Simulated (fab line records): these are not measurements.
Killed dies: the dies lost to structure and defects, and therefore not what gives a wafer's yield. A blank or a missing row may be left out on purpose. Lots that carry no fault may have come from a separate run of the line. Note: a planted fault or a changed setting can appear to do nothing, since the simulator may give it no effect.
Comparing a struck lot with a sound one + flow sky130 + 38 steps out of a route of 708
Sound: these wafers, L840.1, L840.5, L840.6. Wafers L837.2, L837.3, L837.6 were the ones struck. The cause is given at the end.
Per side, at each step with rows, come the tool, then ch with its chambers, and then its first start. Under that, the readings that differ: sound wafers + struck wafers + difference of the means + sigmas: that difference in standard deviations of wafers without a fault.
alike: readings whose means differ by less than 2 such deviations, and words and numbers that are the same on both sides. not compared: withheld readings, readings that some wafer has no value for, bounds like >300 that may hide the same value, and numbers for which the record gives no deviation and whose values overlap.
The two part at a step that has a row with sigmas, a row that says differs or no value, or rows on one side only. Numbers that have no deviation but don't overlap get no sigmas and don't part them. A reading missing from all wafers of one side parts the sides only when that side holds two or more wafers.

first, 9 steps without rows for these wafers: SKY_VIA3_SPUTTER_20 (material TiN, target thk 20 nm, time 80 s); SKY_VIA3_CVD_21 (deposits W, target thk 390 nm, time 117.31 s); SKY_VIA3_CMP_24 (polishes, stops on SiO2, t overpolish 20 s, target thk 0 nm); SKY_METAL4_SPUTTER_00 (material Ti, target thk 15 nm, time 10 s); SKY_METAL4_SPUTTER_01 (material TiN, target thk 20 nm, time 16.7 s); SKY_METAL4_SPUTTER_02 (material AlCu, target thk 735 nm, time 39.1 s); SKY_METAL4_SPUTTER_03 (material Ti, target thk 5 nm, time 3.3 s); SKY_METAL4_SPUTTER_04 (material TiN, target thk 70 nm, time 58.3 s); SKY_CAP2M_CVD_00 (deposits SiO2, target thk 15.5 nm).
SKY_CAP2M_SPUTTER_02: material TiN, target thk 200 nm, time 166.7 s.
  sound: pvd-sputter-03 at day 46 10:57; struck: pvd-sputter-01 at day 46 00:05
| reading                                   | sound                | struck               | difference | sigmas      |
|-------------------------------------------|----------------------|----------------------|------------|-------------|
| cathode-dc-power-W (W)                    | 6499.0 6498.9 6499.7 | 5913.8 5913.7 5913.2 | -585.6     | -99 or more |
| model.TiN_of_CAP2M_SPUTTER_02.thk-nm (nm) | 192.7 197 193.6      | 181.1 182.7 183.5    | -12.0      |             |
  alike: throttle-valve-pct
SKY_CAP2M_RS_MEAS_03: measures by four-point-probe.
  sound: film-metro-01 at day 46 11:04; struck: film-metro-02 at day 46 00:13
| reading               | sound          | struck         | difference | sigmas |
|-----------------------|----------------|----------------|------------|--------|
| CAP2M_TIN_RS (ohm/sq) | 7.17 7.01 7.15 | 7.63 7.58 7.53 | +0.47      | +6     |
SKY_CAP2M_THK_MEAS_04: measures by xrf.
  sound: film-metro-01 at day 46 11:11; struck: film-metro-02 at day 46 00:20
| reading            | sound             | struck            | difference | sigmas |
|--------------------|-------------------|-------------------|------------|--------|
| CAP2M_TIN_THK (nm) | 193.6 198.2 194.2 | 181.7 184.1 185.5 | -11.6      | -4     |
then, 7 steps without rows for these wafers: SKY_CAP2M_DEHYDRATE_05 (time 60 s); SKY_CAP2M_HMDS_06 (prime time 60 s); SKY_CAP2M_COAT_07 (resist thk 1140 nm); SKY_CAP2M_SOFTBAKE_08 (time 60 s); SKY_CAP2M_EXPOSE_09 (exposes mask CAP2M, target cd 1000 nm); SKY_CAP2M_PEB_10; SKY_CAP2M_DEVELOP_11 (develop time 60 s).
SKY_CAP2M_METAL_ETCH_13: etches TiN in Cl2/BCl3, stops on SiO2, target depth 220 nm, time 62.9 s.
  sound on rie-metal-02 ch 0,1, day 47 08:53; struck on rie-metal-03 ch 0,1, day 46 21:38
| reading                | sound                | struck               | difference | sigmas |
|------------------------|----------------------|----------------------|------------|--------|
| oes-product-au (a.u.)  | 0.923 0.919 0.924    | 0.886 0.892 0.893    | -0.032     | -4     |
| throttle-valve-pct (%) | 21.915 21.910 21.901 | 21.935 21.951 21.942 | +0.034     | +4     |
  alike: bcl3-flow-sccm, chamber-pressure-mTorr, drypump-motor-current-A, he-backside-leak-sccm
  not compared: rf-hours-counter-h
then, 16 steps without rows for these wafers: SKY_CAP2M_STRIP_14 (strips in O2/N2); SKY_CAP2M_STRIP_15 (strips in post etch residue remover, time 1200 s); SKY_CAP2M_CLEAN_16 (cleans in IPA, time 180 s); SKY_CAP2M_CLEAN_17 (cleans in O3/DIW); SKY_METAL4_DEHYDRATE_05 (time 60 s); SKY_METAL4_HMDS_06 (prime time 60 s); SKY_METAL4_COAT_07 (resist thk 60 nm); SKY_METAL4_COAT_08 (resist thk 1140 nm); SKY_METAL4_SOFTBAKE_09 (time 90 s); SKY_METAL4_EXPOSE_10 (exposes mask MM4, target cd 300 nm); SKY_METAL4_PEB_11; SKY_METAL4_DEVELOP_12 (develop time 60 s); SKY_METAL4_DESCUM_15 (chemistry O2, time 8 s); SKY_METAL4_ETCH_16 (etches BARC in N2/H2, stops on SiO2, time 88.2 s, target depth 60 nm); SKY_METAL4_ETCH_17 (etches SiO2 in C4F8/O2/Ar, stops on TiN, time 3.9 s, target depth 15 nm); SKY_METAL4_METAL_ETCH_18 (etches the open film in Cl2/BCl3, stops on SiO2, target depth 845 nm, time 183.1 s).
SKY_METAL4_STRIP_20: strips in post etch residue remover, time 1200 s.
  sound on wet-bench-01 ch 1, day 48 06:02; struck on wet-bench-02 ch 0, day 47 20:28
| reading                                   | sound             | struck            | difference | sigmas |
|-------------------------------------------|-------------------|-------------------|------------|--------|
| model.TiN_of_CAP2M_SPUTTER_02.thk-nm (nm) | 191.8 196.2 192.8 | 180.3 181.9 182.7 | -12.0      |        |
-- the record jumps here: 3 days lie between the struck wafers' starts before and after (it left off in module METAL4 and takes up again in module PAD_OPEN, whose first step shown is number 708 of the route) --
SKY_PAD_OPEN_PROBE_99:
  sound: prober-01 at day 51 11:22; struck: prober-02 at day 51 03:52
| reading                           | sound            | struck            | difference | sigmas |
|-----------------------------------|------------------|-------------------|------------|--------|
| killed-at-front-end               | 22 27 23         | 10 13 6           | -14        | -3     |
| model.etest.cap-mim2.plate-ohm-sq | 6.248 6.042 6.18 | 6.673 6.555 6.493 | +0.417     |        |
  alike: defect-limited-yield, killed_at_M0_to_M3, killed_at_M4_up, killed-at-contacts, killed-at-other, killed-dies, killed-open, killed-short, sort_bin_3_pad_short, sort_bin_5_function, sort_bin_6_memory, sort-n-pass, sort-yield-pct
  not compared: model.etest.cap-mim2.leak-log10-a-cm2

WHERE THEY PART
First at SKY_CAP2M_SPUTTER_02; last, within this record, at SKY_PAD_OPEN_PROBE_99.

WHY: the cause the simulator had injected
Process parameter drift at SKY_CAP2M_SPUTTER_02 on pvd-sputter-01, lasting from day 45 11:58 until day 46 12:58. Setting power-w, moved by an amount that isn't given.
